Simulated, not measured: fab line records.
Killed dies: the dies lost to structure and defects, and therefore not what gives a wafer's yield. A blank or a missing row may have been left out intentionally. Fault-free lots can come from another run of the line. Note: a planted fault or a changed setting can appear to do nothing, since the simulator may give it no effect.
The tool behind it: which one? / flow gf180mcu / Sampling: 6 lots, 18 wafers, 2 of 602 route steps

WHAT EACH GAUGE READ, for each wafer
GF_VT_IMPLANT_RS_MEAS_46: uses a four-point probe to measure.
lot=L458; measured=day 8 03:59; on=filmMetro-02; MVSD_RS (ohm/sq)=456.6 456.1 457.6
lot=L461; measured=day 8 14:44; on=filmMetro-01; MVSD_RS (ohm/sq)=458.8 457.3 459.3
lot=L463; measured=day 9 12:42; on=filmMetro-02; MVSD_RS (ohm/sq)=455.8 456.0 456.0
lot=L467; measured=day 10 12:23; on=filmMetro-03; MVSD_RS (ohm/sq)=449.8 450.8 450.2 450.6 450.9 449.8
lot=L471; measured=day 11 08:30; on=filmMetro-01; MVSD_RS (ohm/sq)=456.5 456.6 457.8
lot=L476; measured=day 12 19:26; on=filmMetro-01; MVSD_RS (ohm/sq)=456.2 457.7 456.7

WHICH TOOL RAN EACH LOT (tool, then ch and the chambers of the sampled wafers, then the start)
lot=L458; GF_MVSD_IMPLANT_08=implanter-03 ch 0, day 4 23:54
lot=L461; GF_MVSD_IMPLANT_08=implanter-01 ch 0, day 5 12:04
lot=L463; GF_MVSD_IMPLANT_08=implanter-02 ch 0, day 6 04:55
lot=L467; GF_MVSD_IMPLANT_08=implanter-03 ch 0, day 7 00:52
lot=L471; GF_MVSD_IMPLANT_08=implanter-01 ch 0, day 7 16:18
lot=L476; GF_MVSD_IMPLANT_08=implanter-02 ch 0, day 9 00:01
- GF_MVSD_IMPLANT_08

THE ANSWER, worked out from the rows above alone
Rule: what is usual is taken from the lots themselves. The widest of any qualifying gaps counts: lots, ordered by their means at a reading, are off when they make up no more than a third of the lots, leave a main group of 4 or more, and stand apart from it by 3 or more times the standard deviation of that group's means. A main group is skipped when, at the precision printed for the reading in the tables above, its means are all equal. Also off: a lot with no number at a reading for which 4 or more lots have one. Any other lot the step has rows for is counted as sound.
Off: L467, seen at GF_VT_IMPLANT_RS_MEAS_46 (MVSD_RS). Mean 457.0 ohm/sq and standard deviation 0.82 in the main group.
A tool fits if, at a process step before that reading, it ran every lot that is off, and no sound lot after the first of them. The gauges at GF_VT_IMPLANT_RS_MEAS_46 are tried like those tools. This does not decide it: 2 tools fit, namely implanter-03 at GF_MVSD_IMPLANT_08 and filmMetro-03 at GF_VT_IMPLANT_RS_MEAS_46.

WHAT HAD BEEN PUT IN BY THE SIMULATOR
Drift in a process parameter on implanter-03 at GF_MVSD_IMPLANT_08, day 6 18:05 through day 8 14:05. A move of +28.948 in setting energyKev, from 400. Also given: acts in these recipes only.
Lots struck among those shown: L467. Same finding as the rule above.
